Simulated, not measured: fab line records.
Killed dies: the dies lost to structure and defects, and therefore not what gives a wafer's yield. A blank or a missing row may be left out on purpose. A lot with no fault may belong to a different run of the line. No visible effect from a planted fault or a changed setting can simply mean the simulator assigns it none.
fab line records	flow sky130
[record] lots = 24	wafers = 72	last_day = 50
route steps=708 shown FIELD_ISO@16 NWELL@34 LDD_P@263 SD_P@330 PASSIVATION@683
lots that met no fault: from a run of the same line without faults
start_h: start of the lot's first displayed wafer, in hours after the record's first day	wait_h: time in hours since the lot's previous step	" repeats the value in the row above	L1.1+2: one row covering several wafers at once	- no value, or no start given	* or withheld: withheld	< > ~ a bound
route shown NAME@n: a module of which the file shows steps, and the number in the route of the first	usual: mean/standard deviation taken from wafers without a fault	same: alike in all rows	chamber/n: place in a boat	sites: per-site readings	_std_site: standard deviation across them	_edge_site: inner sites' mean taken away from outer sites' mean	radius_mm: how far each site lies from the wafer's centre	mask NAME#n: copy n	behind: the last tool/chamber to shape the wafer	hold: the reason the lot was held/the length of the hold in hours/how it ended	device: which transistor (n, p or np) failed to switch	end of line: the tests these same wafers got at the end of their route	a step with no rows: only its recipe	killed: dies that structure and defects cost at the first sort, which is not the same as the wafer's yield	map: a wafer's dies, marking killed ones x, the rest . and places with no die _
set.NAME: the run value of the setting; set.NAME@STEP: its run value at that earlier step	model.NAME: the simulator's own value behind a step, which no gauge read
route steps across a sampled set of lots; one table per step, one row per wafer
services: from which hour (start_h, from the record's first day; less than 0 if before it) a tool's chamber was out of use, for how many hours, and why
[[steps]]
[step SKY_FIELD_ISO_ETCH_15]
[recipe] chemistry = CHF3/O2	target_depth_nm = 180	stop_on = Si	source_w = 600	bias_w = 200	pressure_mtorr = 40	chf3_flow_sccm = 50	O2_flow_sccm = 5	time_s = 72
[usual] chamber_pressure_mTorr = 40.00/0.036	drypump_motor_current_A = 5.85/0.27	oes_product_au = 0.951/0.0064	rf_fwd_power_W = 595.2/2.1	throttle_valve_pct = 8.845/0.0098
lot.wafer	tool	chamber	start_h	wait_h	chamber_pressure_mTorr	drypump_motor_current_A	oes_product_au	rf_fwd_power_W	rf_hours_counter_h	throttle_valve_pct
L074.1	rie_diel-03	3	32.50	0.0	40.04	5.75	0.951	590.7	154	8.817
L074.2	"	1	"	"	39.98	6.18	0.943	594.8	76	8.822
L074.5	"	2	"	"	40.04	5.67	0.947	597.9	-	8.839
L075.2	rie_diel-01	3	36.31	0.0	40.01	5.64	0.963	594.7	69	8.853
L075.3	"	2	"	"	39.97	6.01	0.967	595.6	139	8.859
L075.6	"	2	"	"	40.01	6.02	0.946	595.8	-	8.848
L076.1	rie_diel-02	3	41.15	0.0	40.03	6.56	0.950	595.1	27	8.858
L076.5	"	2	"	"	40.00	6.00	0.950	595.0	-	8.842
L076.6	"	3	"	"	40.00	6.58	0.957	596.1	-	8.842
L077.1	rie_diel-01	2	43.14	0.0	40.05	6.01	0.942	596.4	139	8.837
L077.2	"	0	"	"	40.01	5.68	0.945	597.0	53	8.839
L077.5	"	2	"	"	40.00	6.02	0.951	594.7	-	8.843
L078.4	rie_diel-03	3	49.95	0.0	40.03	5.73	0.950	595.6	154	8.850
L078.5	"	2	"	"	40.01	5.67	0.952	596.1	-	8.849
L078.6	"	1	"	"	39.98	6.18	0.937	597.2	-	8.847
L079.1	rie_diel-02	2	58.89	0.0	40.01	6.00	0.951	594.5	87	8.839
L079.2	"	0	"	"	39.97	5.43	0.951	597.7	132	8.848
L079.6	"	0	"	"	40.02	5.44	0.950	598.2	-	8.853
L080.1	rie_diel-01	2	65.90	0.0	39.98	6.01	0.960	596.8	139	8.843
L080.3	"	3	"	"	40.00	5.63	0.953	597.0	70	8.840
L080.5	"	3	"	"	39.98	5.62	0.956	594.0	-	8.872
L081.1	rie_diel-03	2	77.20	0.0	39.98	5.65	0.957	593.6	136	8.854
L081.2	"	1	"	"	39.98	6.14	0.956	595.2	77	8.849
L081.4	"	3	"	"	40.03	5.75	0.958	594.2	155	8.851
L083.1	rie_diel-01	3	78.01	0.0	39.98	5.64	0.961	595.3	70	8.836
L083.5	"	2	"	"	39.95	6.04	0.948	597.1	-	8.853
L083.6	"	3	"	"	40.04	5.62	0.958	592.0	-	8.840
L082.1	rie_diel-03	2	78.04	0.0	40.00	5.66	0.956	596.3	137	8.839
L082.3	"	0	"	"	40.01	6.17	0.954	593.0	87	8.835
L082.6	"	1	"	"	40.00	6.15	0.953	597.0	-	8.815
L084.2	rie_diel-01	3	84.45	0.0	39.93	5.63	0.957	594.5	70	8.846
L084.3	"	1	"	"	40.02	5.77	0.948	595.4	150	8.851
L084.6	"	2	"	"	39.99	6.03	0.951	597.4	-	8.839
L085.1	rie_diel-01	1	88.41	0.0	40.03	5.75	0.951	592.8	150	8.858
L085.2	"	2	"	"	39.91	6.01	0.950	594.2	140	8.858
L085.3	"	0	"	"	40.05	5.71	0.955	596.2	53	8.842
L086.1	rie_diel-01	3	94.66	0.0	39.96	5.61	0.946	595.1	70	8.854
L086.3	"	0	"	"	40.03	5.71	0.947	595.8	54	8.842
L086.5	"	3	"	"	40.04	5.62	0.953	592.0	-	8.831
L087.1	rie_diel-02	0	102.60	0.0	40.04	5.46	0.954	601.4	133	8.844
L087.3	"	1	"	"	40.00	5.48	0.955	595.2	98	8.840
L087.5	"	3	"	"	40.04	6.58	0.956	593.6	-	8.845
L088.1	rie_diel-03	1	103.04	0.0	40.01	6.16	0.946	597.0	78	8.839
L088.2	"	3	"	"	40.03	5.73	0.947	594.6	155	8.861
L088.5	"	0	"	"	39.95	6.18	0.948	589.9	-	8.840
L089.1	rie_diel-01	1	109.10	0.0	39.92	5.76	0.948	595.3	150	8.852
L089.5	"	2	"	"	40.01	6.01	0.938	594.0	-	8.842
L089.6	"	3	"	"	40.01	5.62	0.948	596.0	-	8.849
L090.1	rie_diel-01	0	114.71	0.0	40.00	5.69	0.960	595.1	54	8.837
L090.2	"	1	"	"	39.93	5.72	0.959	594.0	150	8.838
L090.4	"	3	"	"	39.95	5.63	0.956	595.5	71	8.854
L091.2	rie_diel-03	3	120.14	0.0	39.96	5.74	0.951	592.0	156	8.841
L091.4	"	0	"	"	39.95	6.24	0.954	594.6	-	8.854
L091.6	"	2	"	"	39.98	5.67	0.951	593.0	-	8.858
L092.2	rie_diel-01	0	123.84	0.0	40.03	5.70	0.958	593.8	54	8.860
L092.3	"	2	"	"	39.97	6.04	0.950	598.5	141	8.837
L092.4	"	3	"	"	40.04	5.64	0.950	593.6	71	8.848
L093.3	rie_diel-02	1	129.50	0.0	39.99	5.52	0.958	596.0	98	8.840
L093.4	"	2	"	"	40.07	5.99	0.949	595.5	88	8.849
L093.5	"	0	"	"	40.02	5.47	0.953	595.5	-	8.861
L094.1	rie_diel-01	3	133.20	0.0	39.97	5.62	0.941	594.3	71	8.826
L094.2	"	1	"	"	40.01	5.73	0.948	591.3	151	8.850
L094.3	"	0	"	"	40.00	5.72	0.946	597.0	54	8.826
L095.1	rie_diel-03	0	137.95	0.0	40.03	6.19	0.958	593.0	88	8.847
L095.4	"	1	"	"	39.99	6.18	0.947	596.9	78	8.819
L095.5	"	3	"	"	40.05	5.74	0.959	596.5	-	8.856
L096.2	rie_diel-01	1	144.05	0.0	40.06	5.75	0.942	594.2	151	8.856
L096.4	"	0	"	"	40.08	5.70	0.951	596.0	54	8.840
L096.5	"	0	"	"	39.98	5.69	0.957	596.9	-	8.854
L097.3	rie_diel-03	1	147.99	0.0	39.95	6.15	0.951	599.4	78	8.853
L097.4	"	2	"	"	40.05	5.69	0.945	599.7	138	8.841
L097.6	"	3	"	"	39.99	5.72	0.945	592.3	-	8.846
[step SKY_NWELL_THK_MEAS_02]
[recipe] reads = SiO2_of_NWELL_OXIDATION_01
[usual] NWELL_OXIDATION_THK = 9.98/0.21
lot.wafer	tool	chamber	start_h	wait_h	NWELL_OXIDATION_THK[nm]
L074.1	film_metro-04	-	39.37	0.0	10.32
L074.2	"	-	"	"	10.31
L074.5	"	-	"	"	10.03
L075.2	film_metro-04	-	44.01	0.0	9.91
L075.3	"	-	"	"	10.06
L075.6	"	-	"	"	9.95
L076.1	film_metro-02	-	48.40	0.0	10.39
L076.5	"	-	"	"	10.38
L076.6	"	-	"	"	10.21
L077.1	film_metro-03	-	50.15	0.0	9.85
L077.2	"	-	"	"	9.90
L077.5	"	-	"	"	9.88
L078.4	film_metro-03	-	56.75	0.0	9.98
L078.5	"	-	"	"	10.08
L078.6	"	-	"	"	9.95
L079.1	film_metro-03	-	64.56	0.0	10.03
L079.2	"	-	"	"	9.92
L079.6	"	-	"	"	10.03
L080.1	film_metro-02	-	72.08	0.0	10.15
L080.3	"	-	"	"	10.27
L080.5	"	-	"	"	10.08
L081.1	film_metro-02	-	88.44	0.0	9.79
L081.2	"	-	"	"	9.87
L081.4	"	-	"	"	9.67
L082.1	film_metro-03	-	88.44	0.0	9.91
L082.3	"	-	"	"	9.81
L082.6	"	-	"	"	9.78
L083.1	film_metro-04	-	88.44	0.0	9.80
L083.5	"	-	"	"	9.82
L083.6	"	-	"	"	9.77
L084.2	film_metro-03	-	93.71	0.0	9.84
L084.3	"	-	"	"	9.88
L084.6	"	-	"	"	9.70
L085.1	film_metro-04	-	96.38	0.0	9.90
L085.2	"	-	"	"	10.07
L085.3	"	-	"	"	10.11
L086.1	film_metro-02	-	102.63	0.0	10.09
L086.3	"	-	"	"	9.95
L086.5	"	-	"	"	9.96
L087.1	film_metro-02	-	109.76	0.0	10.47
L087.3	"	-	"	"	10.43
L087.5	"	-	"	"	10.40
L088.1	film_metro-02	-	111.19	0.0	9.65
L088.2	"	-	"	"	9.59
L088.5	"	-	"	"	9.67
L089.1	film_metro-03	-	116.77	0.0	10.31
L089.5	"	-	"	"	10.38
L089.6	"	-	"	"	10.36
L090.1	film_metro-04	-	122.63	0.0	9.88
L090.2	"	-	"	"	9.69
L090.4	"	-	"	"	9.85
L091.2	film_metro-04	-	126.91	0.0	10.06
L091.4	"	-	"	"	9.96
L091.6	"	-	"	"	10.07
L092.2	film_metro-02	-	131.15	0.0	9.62
L092.3	"	-	"	"	9.76
L092.4	"	-	"	"	9.81
L093.3	film_metro-03	-	138.47	0.0	10.03
L093.4	"	-	"	"	9.82
L093.5	"	-	"	"	10.05
L094.1	film_metro-04	-	139.84	0.0	9.89
L094.2	"	-	"	"	9.87
L094.3	"	-	"	"	9.74
L095.1	film_metro-02	-	145.81	0.0	10.05
L095.4	"	-	"	"	10.03
L095.5	"	-	"	"	10.07
L096.2	film_metro-03	-	152.78	0.0	9.97
L096.4	"	-	"	"	9.97
L096.5	"	-	"	"	10.13
L097.3	film_metro-02	-	155.70	0.0	10.00
L097.4	"	-	"	"	9.99
L097.6	"	-	"	"	10.07
[step SKY_NWELL_STRIP_14]
[recipe] chemistry = O2/N2	power_w = 1400	pressure_mtorr = 1500	platen_temp_c = withheld	o2_flow_sccm = 3000	n2_flow_sccm = 300	overash_fraction = 0.5
[usual] chamber_pressure_mTorr = 1499.9/1.2	drypump_motor_current_A = 5.6/0.57	oes_product_au = 0.722/0.0047	strip_time_to_endpoint_s = 36.98/0.098
lot.wafer	tool	chamber	start_h	wait_h	chamber_pressure_mTorr	drypump_motor_current_A	oes_product_au	rf_hours_counter_h	strip_time_to_endpoint_s
L074.1	plasma_asher-04	0	87.25	0.1	1500.3	6.2	0.717	41	37.04
L074.2	"	1	"	"	1500.3	5.0	0.724	41	37.00
L074.5	"	0	"	"	1500.4	6.2	0.718	-	36.87
L075.2	plasma_asher-04	0	93.18	0.1	1502.3	6.2	0.717	42	36.93
L075.3	"	0	"	"	1500.4	6.2	0.730	-	36.95
L075.6	"	1	"	"	1499.1	5.0	0.724	-	37.03
L076.1	plasma_asher-03	0	98.05	0.1	1499.2	4.9	0.719	29	36.88
L076.5	"	1	"	"	1499.5	6.1	0.727	-	36.90
L076.6	"	0	"	"	1501.5	4.9	0.730	-	36.76
L077.1	plasma_asher-02	0	99.43	0.1	1499.6	5.8	0.723	40	37.01
L077.2	"	1	"	"	1498.5	5.9	0.724	40	37.03
L077.5	"	1	"	"	1498.7	5.9	0.723	-	37.01
L078.4	plasma_asher-02	1	108.28	0.1	1499.6	5.9	0.721	-	37.04
L078.5	"	1	"	"	1500.1	5.9	0.728	-	36.94
L078.6	"	0	"	"	1501.5	5.8	0.717	-	36.94
L079.1	plasma_asher-03	0	116.38	0.1	1498.8	4.8	0.721	31	36.95
L079.2	"	1	"	"	1500.2	6.1	0.717	31	36.91
L079.6	"	1	"	"	1499.4	6.1	0.721	-	36.76
L080.1	plasma_asher-04	0	124.85	0.1	1499.2	6.2	0.729	1	36.81
L080.3	"	1	"	"	1501.4	5.0	0.726	-	36.79
L080.5	"	0	"	"	1501.0	6.2	0.724	-	36.82
L082.1	plasma_asher-03	0	142.85	0.1	1502.6	4.9	0.727	34	36.96
L082.3	"	0	"	"	1497.7	4.9	0.721	-	36.86
L082.6	"	1	"	"	1500.4	6.1	0.724	-	37.06
L081.1	plasma_asher-04	1	143.43	0.1	1499.9	5.0	0.724	2	36.93
L081.2	"	0	"	"	1498.6	6.2	0.719	2	36.81
L081.4	"	1	"	"	1501.9	5.0	0.724	-	36.95
L083.1	plasma_asher-03	0	144.13	0.1	1498.8	4.9	0.728	34	37.03
L083.5	"	1	"	"	1502.0	6.1	0.723	-	37.12
L083.6	"	0	"	"	1499.1	4.8	0.718	-	37.08
L084.2	plasma_asher-03	0	148.85	0.1	1500.4	4.8	0.717	35	36.97
L084.3	"	0	"	"	1498.5	4.9	0.725	-	37.16
L084.6	"	0	"	"	1501.0	4.8	0.716	-	37.13
L085.1	plasma_asher-02	0	152.70	0.1	1501.6	5.8	0.721	45	37.04
L085.2	"	1	"	"	1498.2	5.9	0.724	45	37.01
L085.3	"	0	"	"	1499.8	5.8	0.725	-	36.91
L086.1	plasma_asher-02	1	160.40	0.1	1497.1	5.9	0.719	46	37.03
L086.3	"	1	"	"	1500.8	5.9	0.728	-	37.01
L086.5	"	0	"	"	1501.9	5.8	0.725	-	37.06
L087.1	plasma_asher-04	0	168.00	0.1	1500.7	6.2	0.729	5	36.81
L087.3	"	1	"	"	1502.4	5.0	0.713	-	36.94
L087.5	"	0	"	"	1500.9	6.2	0.719	-	36.93
L088.1	plasma_asher-03	1	170.25	0.1	1501.9	6.1	0.725	37	37.11
L088.2	"	0	"	"	1499.5	4.9	0.716	37	37.05
L088.5	"	0	"	"	1499.0	4.9	0.726	-	37.03
L089.1	plasma_asher-04	0	176.00	0.1	1501.2	6.2	0.722	6	36.95
L089.5	"	1	"	"	1498.5	5.0	0.733	-	36.92
L089.6	"	0	"	"	1498.0	6.2	0.715	-	36.81
L090.1	plasma_asher-04	1	181.36	0.1	1498.6	5.0	0.726	6	37.09
L090.2	"	0	"	"	1501.2	6.2	0.719	6	37.08
L090.4	"	1	"	"	1500.7	5.0	0.722	-	37.10
L091.2	plasma_asher-04	1	187.75	0.1	1500.0	5.0	0.719	7	36.95
L091.4	"	1	"	"	1499.5	5.0	0.720	-	36.93
L091.6	"	1	"	"	1498.2	5.0	0.715	-	36.92
L092.2	plasma_asher-03	1	192.38	0.1	1499.4	6.1	0.721	39	36.99
L092.3	"	1	"	"	1502.1	6.1	0.718	-	37.03
L092.4	"	0	"	"	1498.9	4.9	0.721	-	36.88
L093.3	plasma_asher-03	1	199.00	0.1	1497.2	6.1	0.723	-	37.05
L093.4	"	0	"	"	1499.7	4.9	0.724	-	37.10
L093.5	"	1	"	"	1501.5	6.1	0.723	-	36.98
L094.1	plasma_asher-02	1	200.70	0.1	1499.6	5.9	0.728	50	36.89
L094.2	"	0	"	"	1500.8	5.8	0.736	50	37.00
L094.3	"	1	"	"	1500.6	5.9	0.727	-	37.02
L095.1	plasma_asher-03	1	207.91	0.1	1499.5	6.1	0.722	40	37.15
L095.4	"	1	"	"	1499.6	6.1	0.722	-	37.06
L095.5	"	1	"	"	1502.1	6.1	0.719	-	37.14
L096.2	plasma_asher-04	0	215.53	0.1	1501.1	6.2	0.730	9	36.97
L096.4	"	1	"	"	1500.8	5.0	0.710	-	36.91
L096.5	"	1	"	"	1499.8	5.0	0.729	-	37.01
L097.3	plasma_asher-04	1	218.93	0.1	1498.2	5.0	0.709	-	37.26
L097.4	"	0	"	"	1500.3	6.2	0.720	-	37.05
L097.6	"	0	"	"	1499.6	6.2	0.720	-	37.13
[step SKY_LDD_P_OVL_MEAS_08]
[usual] LDD_P_OVL = -0.3/1.3
lot.wafer	tool	chamber	start_h	wait_h	LDD_P_OVL[nm]
L074.1	overlay-01	-	430.46	0.1	1.0
L074.2	"	-	"	"	-2.8
L074.5	"	-	"	"	-0.6
L075.2	overlay-02	-	441.14	0.1	-1.6
L075.3	"	-	"	"	-2.1
L075.6	"	-	"	"	-2.5
L076.1	overlay-01	-	446.43	0.1	-0.5
L076.5	"	-	"	"	-1.6
L076.6	"	-	"	"	-0.8
L077.1	overlay-02	-	450.18	0.1	0.0
L077.2	"	-	"	"	-2.2
L077.5	"	-	"	"	0.6
L078.4	overlay-02	-	484.58	0.1	0.0
L078.5	"	-	"	"	-0.2
L078.6	"	-	"	"	-0.6
L080.1	overlay-01	-	507.28	0.1	-2.4
L080.3	"	-	"	"	-2.3
L080.5	"	-	"	"	-1.1
L079.1	overlay-02	-	507.96	0.1	0.2
L079.2	"	-	"	"	1.8
L079.6	"	-	"	"	-0.7
L082.1	overlay-02	-	521.23	0.1	1.6
L082.3	"	-	"	"	1.4
L082.6	"	-	"	"	-0.3
L083.1	overlay-01	-	523.98	0.1	0.8
L083.5	"	-	"	"	1.2
L083.6	"	-	"	"	-0.9
L081.1	overlay-02	-	526.63	0.1	0.0
L081.2	"	-	"	"	0.5
L081.4	"	-	"	"	0.3
L084.2	overlay-01	-	532.49	0.1	1.4
L084.3	"	-	"	"	1.9
L084.6	"	-	"	"	1.8
L085.1	overlay-02	-	539.08	0.1	-1.0
L085.2	"	-	"	"	-0.6
L085.3	"	-	"	"	-1.1
L086.1	overlay-01	-	550.99	0.1	-0.3
L086.3	"	-	"	"	-0.9
L086.5	"	-	"	"	1.4
L087.1	overlay-02	-	559.69	0.1	-0.6
L087.3	"	-	"	"	-0.4
L087.5	"	-	"	"	-2.9
L088.1	overlay-02	-	563.19	0.1	-0.5
L088.2	"	-	"	"	-2.2
L088.5	"	-	"	"	-2.9
L089.1	overlay-01	-	569.39	0.1	1.2
L089.5	"	-	"	"	-1.0
L089.6	"	-	"	"	-0.1
L090.1	overlay-01	-	582.86	0.1	-0.4
L090.2	"	-	"	"	0.2
L090.4	"	-	"	"	0.1
L091.2	overlay-02	-	588.15	0.1	-2.5
L091.4	"	-	"	"	-1.8
L091.6	"	-	"	"	0.2
L092.2	overlay-01	-	595.84	0.1	-0.1
L092.3	"	-	"	"	-2.2
L092.4	"	-	"	"	-2.2
L093.3	overlay-02	-	602.11	0.1	0.7
L093.4	"	-	"	"	1.3
L093.5	"	-	"	"	1.1
L094.1	overlay-02	-	606.81	0.1	-1.3
L094.2	"	-	"	"	-2.4
L094.3	"	-	"	"	-1.5
L095.1	overlay-02	-	616.09	0.1	1.4
L095.4	"	-	"	"	1.5
L095.5	"	-	"	"	2.3
L096.2	overlay-02	-	624.99	0.1	1.5
L096.4	"	-	"	"	1.6
L096.5	"	-	"	"	2.6
L097.3	overlay-02	-	630.31	0.1	0.0
L097.4	"	-	"	"	-0.6
L097.6	"	-	"	"	-1.3
[step SKY_SD_P_STRIP_10]
[recipe] chemistry = O2/N2	power_w = 1400	pressure_mtorr = 1500	platen_temp_c = withheld	o2_flow_sccm = 3000	n2_flow_sccm = 300	overash_fraction = 0.5
[usual] chamber_pressure_mTorr = 1499.9/1.4	drypump_motor_current_A = 5.6/0.57	oes_product_au = 0.618/0.0047	strip_time_to_endpoint_s = 17.51/0.042
lot.wafer	tool	chamber	start_h	wait_h	chamber_pressure_mTorr	drypump_motor_current_A	oes_product_au	rf_hours_counter_h	strip_time_to_endpoint_s
L074.1	plasma_asher-04	0	585.63	0.1	1499.1	6.2	0.608	45	17.56
L074.2	"	1	"	"	1499.5	5.0	0.616	45	17.58
L074.5	"	0	"	"	1500.8	6.2	0.619	-	17.61
L075.2	plasma_asher-04	1	596.50	0.1	1498.1	5.0	0.622	46	17.57
L075.3	"	1	"	"	1499.1	5.0	0.619	-	17.56
L075.6	"	0	"	"	1500.6	6.2	0.609	-	17.57
L076.1	plasma_asher-02	1	601.85	0.1	1497.3	5.9	0.619	17	17.41
L076.5	"	1	"	"	1500.3	5.9	0.623	-	17.43
L076.6	"	0	"	"	1498.8	5.8	0.617	-	17.44
L077.1	plasma_asher-04	0	605.33	0.1	1501.3	6.2	0.611	47	17.46
L077.2	"	1	"	"	1501.8	5.0	0.619	47	17.48
L077.5	"	1	"	"	1498.3	5.0	0.619	-	17.48
L078.4	plasma_asher-03	1	637.43	0.1	1499.6	6.1	0.620	-	17.48
L078.5	"	0	"	"	1500.4	4.9	0.615	-	17.45
L078.6	"	1	"	"	1501.5	6.1	0.620	-	17.51
L080.1	plasma_asher-04	1	657.30	0.1	1500.4	5.0	0.614	52	17.49
L080.3	"	0	"	"	1500.5	6.2	0.614	-	17.48
L080.5	"	1	"	"	1499.8	5.0	0.620	-	17.52
L079.1	plasma_asher-04	0	658.70	0.1	1500.0	6.2	0.619	52	17.51
L079.2	"	1	"	"	1499.8	5.0	0.618	52	17.48
L079.6	"	1	"	"	1499.8	5.0	0.624	-	17.51
L082.1	plasma_asher-02	1	669.90	0.1	1499.4	5.9	0.634	23	17.53
L082.3	"	0	"	"	1500.3	5.8	0.613	-	17.54
L082.6	"	0	"	"	1498.5	5.8	0.615	-	17.53
L083.1	plasma_asher-04	0	674.28	0.1	1502.1	6.3	0.610	54	17.48
L083.5	"	0	"	"	1499.8	6.2	0.624	-	17.46
L083.6	"	1	"	"	1499.8	5.0	0.616	-	17.45
L081.1	plasma_asher-02	1	676.64	0.1	1501.0	5.9	0.618	23	17.59
L081.2	"	0	"	"	1500.8	5.8	0.614	23	17.55
L081.4	"	0	"	"	1500.2	5.8	0.618	-	17.56
L084.2	plasma_asher-03	1	678.69	0.1	1498.1	6.1	0.609	87	17.52
L084.3	"	0	"	"	1500.1	4.9	0.625	-	17.50
L084.6	"	0	"	"	1498.6	4.8	0.616	-	17.48
L085.1	plasma_asher-02	1	686.95	0.1	1501.8	5.9	0.615	24	17.55
L085.2	"	0	"	"	1499.5	5.8	0.617	24	17.58
L085.3	"	0	"	"	1500.3	5.8	0.616	-	17.52
L086.1	plasma_asher-04	1	697.45	0.1	1497.0	5.0	0.617	56	17.57
L086.3	"	1	"	"	1500.0	5.0	0.621	-	17.55
L086.5	"	0	"	"	1501.6	6.2	0.608	-	17.54
L087.1	plasma_asher-04	0	705.74	0.1	1501.1	6.2	0.612	57	17.52
L087.3	"	1	"	"	1501.4	5.0	0.620	-	17.51
L087.5	"	0	"	"	1498.5	6.2	0.622	-	17.52
L088.1	plasma_asher-04	1	709.93	0.1	1499.2	5.0	0.619	57	17.56
L088.2	"	0	"	"	1501.0	6.2	0.617	57	17.51
L088.5	"	0	"	"	1500.7	6.2	0.621	-	17.50
L089.1	plasma_asher-03	1	715.20	0.1	1496.9	6.1	0.618	90	17.53
L089.5	"	1	"	"	1499.6	6.1	0.613	-	17.53
L089.6	"	0	"	"	1500.4	4.8	0.614	-	17.55
L090.1	plasma_asher-02	0	728.75	0.1	1497.1	5.8	0.613	28	17.53
L090.2	"	1	"	"	1499.6	5.9	0.610	28	17.45
L090.4	"	1	"	"	1499.5	5.9	0.627	-	17.50
L091.2	plasma_asher-04	1	732.48	0.1	1500.5	4.9	0.615	59	17.52
L091.4	"	1	"	"	1500.5	5.0	0.619	-	17.49
L091.6	"	0	"	"	1498.1	6.2	0.616	-	17.51
L092.2	plasma_asher-03	0	739.28	0.1	1500.0	4.9	0.620	93	17.52
L092.3	"	1	"	"	1499.2	6.1	0.622	-	17.53
L092.4	"	0	"	"	1502.6	4.9	0.619	-	17.51
L093.3	plasma_asher-04	1	744.26	0.1	1500.8	5.0	0.623	-	17.46
L093.4	"	0	"	"	1500.2	6.2	0.624	-	17.50
L093.5	"	0	"	"	1500.3	6.2	0.615	-	17.50
L094.1	plasma_asher-03	0	750.19	0.1	1498.9	4.9	0.618	93	17.52
L094.2	"	1	"	"	1496.7	6.1	0.616	93	17.53
L094.3	"	0	"	"	1501.5	4.9	0.617	-	17.53
L095.1	plasma_asher-04	0	757.93	0.1	1501.3	6.2	0.614	62	17.54
L095.4	"	0	"	"	1500.1	6.3	0.622	-	17.58
L095.5	"	0	"	"	1499.5	6.2	0.627	-	17.54
L096.2	plasma_asher-03	1	765.85	0.1	1500.3	6.1	0.618	95	17.46
L096.4	"	1	"	"	1499.5	6.1	0.618	-	17.48
L096.5	"	1	"	"	1500.1	6.1	0.619	-	17.46
L097.3	plasma_asher-04	0	770.53	0.1	1499.4	6.2	0.612	-	17.49
L097.4	"	1	"	"	1498.9	5.0	0.613	-	17.52
L097.6	"	0	"	"	1498.3	6.2	0.622	-	17.52
[step SKY_PASSIVATION_CVD_02]
[recipe] material = Si3N4	target_thk_nm = 540	temp_c = 400	time_s = withheld	rf_w = 450
[usual] heater_power_w = 684/110	rf_fwd_power_W = 449.1/1.3
lot.wafer	tool	chamber	start_h	wait_h	heater_power_w	rf_fwd_power_W
L074.1	pecvd-04	0	1023.35	0.1	828	449.3
L074.2	"	2	"	"	569	449.1
L074.5	"	1	"	"	577	450.1
L075.2	pecvd-04	1	1031.74	0.0	631	446.9
L075.3	"	1	"	"	673	445.3
L075.6	"	1	"	"	662	447.4
L076.1	pecvd-03	0	1035.75	0.1	704	449.2
L076.5	"	1	"	"	790	447.2
L076.6	"	2	"	"	937	448.9
L077.1	pecvd-04	0	1042.23	0.1	837	449.6
L077.2	"	1	"	"	667	449.7
L077.5	"	2	"	"	678	449.0
L078.4	pecvd-02	1	1066.59	0.1	679	449.3
L078.5	"	2	"	"	653	447.7
L078.6	"	0	"	"	538	449.4
L080.1	pecvd-04	2	1085.43	0.1	576	447.9
L080.3	"	1	"	"	653	450.7
L080.5	"	0	"	"	836	448.3
L079.1	pecvd-02	0	1086.66	0.1	548	451.3
L079.2	"	2	"	"	671	448.1
L079.6	"	2	"	"	554	447.5
L082.1	pecvd-04	1	1090.01	0.1	673	450.7
L082.3	"	2	"	"	669	449.0
L082.6	"	0	"	"	846	450.6
L083.1	pecvd-04	0	1091.96	0.1	847	450.2
L083.5	"	2	"	"	623	449.7
L083.6	"	1	"	"	597	451.0
L081.1	pecvd-02	1	1092.59	0.1	700	451.4
L081.2	"	0	"	"	527	447.8
L081.4	"	2	"	"	667	450.0
L084.2	pecvd-03	0	1093.35	0.0	622	450.3
L084.3	"	2	"	"	928	450.7
L084.6	"	0	"	"	661	449.4
L085.1	pecvd-04	1	1098.55	0.1	600	450.9
L085.2	"	0	"	"	820	447.3
L085.3	"	2	"	"	670	453.5
L086.1	pecvd-03	1	1112.41	0.1	778	448.9
L086.3	"	2	"	"	823	448.7
L086.5	"	2	"	"	874	448.3
L087.1	pecvd-03	2	1114.87	0.1	770	449.3
L087.3	"	1	"	"	683	449.5
L087.5	"	0	"	"	682	451.1
L088.1	pecvd-03	2	1116.74	0.1	874	448.4
L088.2	"	0	"	"	700	449.1
L088.5	"	2	"	"	869	449.4
L089.1	pecvd-02	2	1120.87	0.1	560	448.4
L089.5	"	0	"	"	520	449.0
L089.6	"	2	"	"	593	447.8
L090.1	pecvd-02	2	1134.50	0.1	657	449.6
L090.2	"	1	"	"	672	446.9
L090.4	"	2	"	"	662	448.5
L091.2	pecvd-03	1	1147.00	0.0	799	448.9
L091.4	"	2	"	"	730	446.1
L091.6	"	0	"	"	648	448.7
L092.2	pecvd-04	2	1148.79	0.0	645	448.8
L092.3	"	2	"	"	654	447.7
L092.4	"	0	"	"	846	451.5
L093.3	pecvd-02	1	1149.98	0.0	601	445.4
L093.4	"	0	"	"	425	449.0
L093.5	"	2	"	"	647	447.1
L094.1	pecvd-02	2	1152.00	0.1	672	448.7
L094.2	"	1	"	"	604	449.3
L094.3	"	0	"	"	480	449.0
L095.1	pecvd-03	1	1154.13	0.1	752	445.9
L095.4	"	0	"	"	591	448.4
L095.5	"	2	"	"	896	448.3
L096.2	pecvd-04	1	1158.27	0.0	558	448.5
L096.4	"	1	"	"	601	449.9
L096.5	"	2	"	"	655	450.5
L097.3	pecvd-02	2	1160.45	0.0	678	449.7
L097.4	"	0	"	"	520	448.3
L097.6	"	1	"	"	712	449.3
[[services]]
tool	chamber	start_h	hours	kind
rie_diel-01	2	9.25	4.6	repair
rie_diel-01	3	27.15	8.8	repair
plasma_asher-04	-	60.88	1.8	repair
plasma_asher-04	-	75.37	2.8	pm
plasma_asher-04	-	108.75	9.0	pm
plasma_asher-04	-	146.98	0.7	repair
rie_diel-01	-	175.09	14.6	pm
rie_diel-01	1	191.04	6.4	repair
rie_diel-01	0	198.34	3.1	repair
plasma_asher-04	-	240.67	2.2	repair
rie_diel-01	2	254.35	6.3	repair
rie_diel-01	0	279.17	13.9	repair
plasma_asher-03	-	345.43	14.6	pm
plasma_asher-04	-	505.68	3.7	repair
plasma_asher-04	-	535.30	12.7	repair
plasma_asher-03	-	624.63	2.8	pm
plasma_asher-04	-	667.72	1.7	repair
plasma_asher-03	-	740.91	4.3	pm
plasma_asher-03	-	790.82	15.6	pm
plasma_asher-04	-	839.63	1.2	repair
plasma_asher-03	-	1021.19	6.6	repair
plasma_asher-03	-	1055.25	9.0	pm
plasma_asher-04	-	1102.55	1.8	repair
plasma_asher-04	-	1152.24	14.6	pm
[[key]]
fault none
